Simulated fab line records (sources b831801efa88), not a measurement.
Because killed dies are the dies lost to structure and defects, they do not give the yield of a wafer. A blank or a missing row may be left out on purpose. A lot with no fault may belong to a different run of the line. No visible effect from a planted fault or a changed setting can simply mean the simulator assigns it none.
Shared-tool check || flow gf180mcu || 36 wafers sampled across 12 lots

== WHY IT WAS OPENED ==
2 of 12 lots carry a flag on the reading V1_CVD_00_THK at GF_V1_THK_MEAS_01. Wafers without a fault read 606 nm, standard deviation 6.3.
Rule: a lot gets a flag if all its wafers with a number sit over 4 standard deviations from that mean, or if no wafer of it has a number. All remaining lots are regarded as sound.

{"lot": "L825", "measured": "day 18 04:58", "on": "film-metro-03", "V1_CVD_00_THK (nm), wafer by wafer": "620 611 612", "flag": ""}
{"lot": "L826", "measured": "day 18 12:51", "on": "film-metro-03", "V1_CVD_00_THK (nm), wafer by wafer": "608 600 603", "flag": ""}
{"lot": "L827", "measured": "day 19 03:25", "on": "film-metro-02", "V1_CVD_00_THK (nm), wafer by wafer": "608 615 611", "flag": ""}
{"lot": "L828", "measured": "day 20 03:26", "on": "film-metro-02", "V1_CVD_00_THK (nm), wafer by wafer": "592 601 598", "flag": ""}
{"lot": "L829", "measured": "day 20 06:08", "on": "film-metro-04", "V1_CVD_00_THK (nm), wafer by wafer": "597 609 609", "flag": ""}
{"lot": "L830", "measured": "day 21 03:59", "on": "film-metro-03", "V1_CVD_00_THK (nm), wafer by wafer": "1210 1198 1214", "flag": "FLAGGED"}
{"lot": "L831", "measured": "day 21 14:29", "on": "film-metro-03", "V1_CVD_00_THK (nm), wafer by wafer": "601 598 602", "flag": ""}
{"lot": "L838", "measured": "day 23 02:55", "on": "film-metro-03", "V1_CVD_00_THK (nm), wafer by wafer": "598 612 608", "flag": ""}
{"lot": "L839", "measured": "day 23 13:19", "on": "film-metro-04", "V1_CVD_00_THK (nm), wafer by wafer": "1227 1216 1213", "flag": "FLAGGED"}
{"lot": "L841", "measured": "day 24 13:35", "on": "film-metro-03", "V1_CVD_00_THK (nm), wafer by wafer": "605 616 604", "flag": ""}
{"lot": "L842", "measured": "day 25 00:51", "on": "film-metro-02", "V1_CVD_00_THK (nm), wafer by wafer": "597 610 601", "flag": ""}
{"lot": "L844", "measured": "day 25 20:46", "on": "film-metro-04", "V1_CVD_00_THK (nm), wafer by wafer": "603 603 602", "flag": ""}
On average the flagged lots' numbers are 1213 nm, which is +607 nm against the usual, or +96 standard deviations.

== WHICH TOOL RAN EACH LOT ==
The record holds 3 process steps before the reading, out of a route of 602 steps. Each cell gives the tool, then ch followed by the chambers the sampled wafers passed through, then the start.
{"lot": "L825", "flag": "", "GF_SALICIDE_RTA_06": "rtp-anneal-02 ch 0, day 16 04:37", "GF_M1_SPUTTER_02": "pvd-sputter-01, day 17 05:32", "GF_V1_CVD_00": "hdpcvd-01 ch 0,2, day 18 04:53"}
{"lot": "L826", "flag": "", "GF_SALICIDE_RTA_06": "rtp-anneal-01 ch 0, day 16 11:19", "GF_M1_SPUTTER_02": "pvd-sputter-02, day 17 12:25", "GF_V1_CVD_00": "hdpcvd-01 ch 1,2, day 18 12:45"}
{"lot": "L827", "flag": "", "GF_SALICIDE_RTA_06": "rtp-anneal-02 ch 0, day 17 01:04", "GF_M1_SPUTTER_02": "pvd-sputter-01, day 18 02:22", "GF_V1_CVD_00": "hdpcvd-01 ch 1,2, day 19 03:20"}
{"lot": "L828", "flag": "", "GF_SALICIDE_RTA_06": "rtp-anneal-02 ch 0, day 17 22:57", "GF_M1_SPUTTER_02": "pvd-sputter-02, day 19 01:28", "GF_V1_CVD_00": "hdpcvd-02 ch 0,1,2, day 20 03:20"}
{"lot": "L829", "flag": "", "GF_SALICIDE_RTA_06": "rtp-anneal-02 ch 0, day 18 03:10", "GF_M1_SPUTTER_02": "pvd-sputter-02, day 19 05:09", "GF_V1_CVD_00": "hdpcvd-01 ch 0,1, day 20 06:04"}
{"lot": "L830", "flag": "FLAGGED", "GF_SALICIDE_RTA_06": "rtp-anneal-01 ch 0, day 18 23:34", "GF_M1_SPUTTER_02": "pvd-sputter-02, day 20 02:40", "GF_V1_CVD_00": "hdpcvd-02 ch 0,1,2, day 21 03:38"}
{"lot": "L831", "flag": "", "GF_SALICIDE_RTA_06": "rtp-anneal-02 ch 0, day 19 11:07", "GF_M1_SPUTTER_02": "pvd-sputter-02, day 20 13:19", "GF_V1_CVD_00": "hdpcvd-02 ch 0,1,2, day 21 14:25"}
{"lot": "L838", "flag": "", "GF_SALICIDE_RTA_06": "rtp-anneal-01 ch 0, day 21 00:43", "GF_M1_SPUTTER_02": "pvd-sputter-04, day 22 02:53", "GF_V1_CVD_00": "hdpcvd-01 ch 0,1, day 23 02:50"}
{"lot": "L839", "flag": "FLAGGED", "GF_SALICIDE_RTA_06": "rtp-anneal-01 ch 0, day 21 11:31", "GF_M1_SPUTTER_02": "pvd-sputter-01, day 22 12:49", "GF_V1_CVD_00": "hdpcvd-02 ch 0,1, day 23 12:59"}
{"lot": "L841", "flag": "", "GF_SALICIDE_RTA_06": "rtp-anneal-02 ch 0, day 22 13:01", "GF_M1_SPUTTER_02": "pvd-sputter-01, day 23 14:08", "GF_V1_CVD_00": "hdpcvd-01 ch 1,2, day 24 13:30"}
{"lot": "L842", "flag": "", "GF_SALICIDE_RTA_06": "rtp-anneal-01 ch 0, day 23 00:42", "GF_M1_SPUTTER_02": "pvd-sputter-04, day 24 01:41", "GF_V1_CVD_00": "hdpcvd-01 ch 0,2, day 25 00:46"}
{"lot": "L844", "flag": "", "GF_SALICIDE_RTA_06": "rtp-anneal-01 ch 0, day 23 22:05", "GF_M1_SPUTTER_02": "pvd-sputter-04, day 24 22:30", "GF_V1_CVD_00": "hdpcvd-02 ch 0,1, day 25 20:41"}
What is done by these steps:
- GF_SALICIDE_RTA_06: time 30 s.
- GF_M1_SPUTTER_02: material AlCu, target thk 450 nm, time 23.9 s.
- GF_V1_CVD_00: deposits SiO2, target thk 600 nm, time 100 s.
- GF_V1_THK_MEAS_01

== FLAGGED OVER TOTAL, TOOL BY TOOL (the gauges that took the reading come last) ==
{"step": "GF_SALICIDE_RTA_06", "tool": "rtp-anneal-01", "lots run": 6, "flagged": 2, "share of the flagged lots": "all", "sound lots run after its first flagged lot": "3 (L838,L842,L844)"}
{"step": "GF_SALICIDE_RTA_06", "tool": "rtp-anneal-02", "lots run": 6, "flagged": 0, "share of the flagged lots": "none", "sound lots run after its first flagged lot": "-"}
{"step": "GF_M1_SPUTTER_02", "tool": "pvd-sputter-01", "lots run": 4, "flagged": 1, "share of the flagged lots": "some", "sound lots run after its first flagged lot": "1 (L841)"}
{"step": "GF_M1_SPUTTER_02", "tool": "pvd-sputter-02", "lots run": 5, "flagged": 1, "share of the flagged lots": "some", "sound lots run after its first flagged lot": "1 (L831)"}
{"step": "GF_M1_SPUTTER_02", "tool": "pvd-sputter-04", "lots run": 3, "flagged": 0, "share of the flagged lots": "none", "sound lots run after its first flagged lot": "-"}
{"step": "GF_V1_CVD_00", "tool": "hdpcvd-01", "lots run": 7, "flagged": 0, "share of the flagged lots": "none", "sound lots run after its first flagged lot": "-"}
{"step": "GF_V1_CVD_00", "tool": "hdpcvd-02", "lots run": 5, "flagged": 2, "share of the flagged lots": "all", "sound lots run after its first flagged lot": "2 (L831,L844)"}
{"step": "GF_V1_THK_MEAS_01", "tool": "film-metro-02", "lots run": 3, "flagged": 0, "share of the flagged lots": "none", "sound lots run after its first flagged lot": "-"}
{"step": "GF_V1_THK_MEAS_01", "tool": "film-metro-03", "lots run": 6, "flagged": 1, "share of the flagged lots": "some", "sound lots run after its first flagged lot": "3 (L831,L838,L841)"}
{"step": "GF_V1_THK_MEAS_01", "tool": "film-metro-04", "lots run": 3, "flagged": 1, "share of the flagged lots": "some", "sound lots run after its first flagged lot": "1 (L844)"}

== WHAT THE TABLE ALLOWS ==
In 2 table rows, all flagged lots were run: rtp-anneal-01 (GF_SALICIDE_RTA_06), hdpcvd-02 (GF_V1_CVD_00).
- rtp-anneal-01 at GF_SALICIDE_RTA_06 ran 6 lots, 2 of them flagged. Sound lots ran on it after the first flagged one (L838, L842, L844), which a lasting fault on the whole tool wouldn't allow.
- hdpcvd-02 at GF_V1_CVD_00 ran 5 lots, 2 of them flagged. Sound lots ran on it after the first flagged one (L831, L844), which a lasting fault on the whole tool wouldn't allow.
Not one row of the table ran every flagged lot while running no sound lot after the first.

== WHAT THE SIMULATOR PUT IN ==
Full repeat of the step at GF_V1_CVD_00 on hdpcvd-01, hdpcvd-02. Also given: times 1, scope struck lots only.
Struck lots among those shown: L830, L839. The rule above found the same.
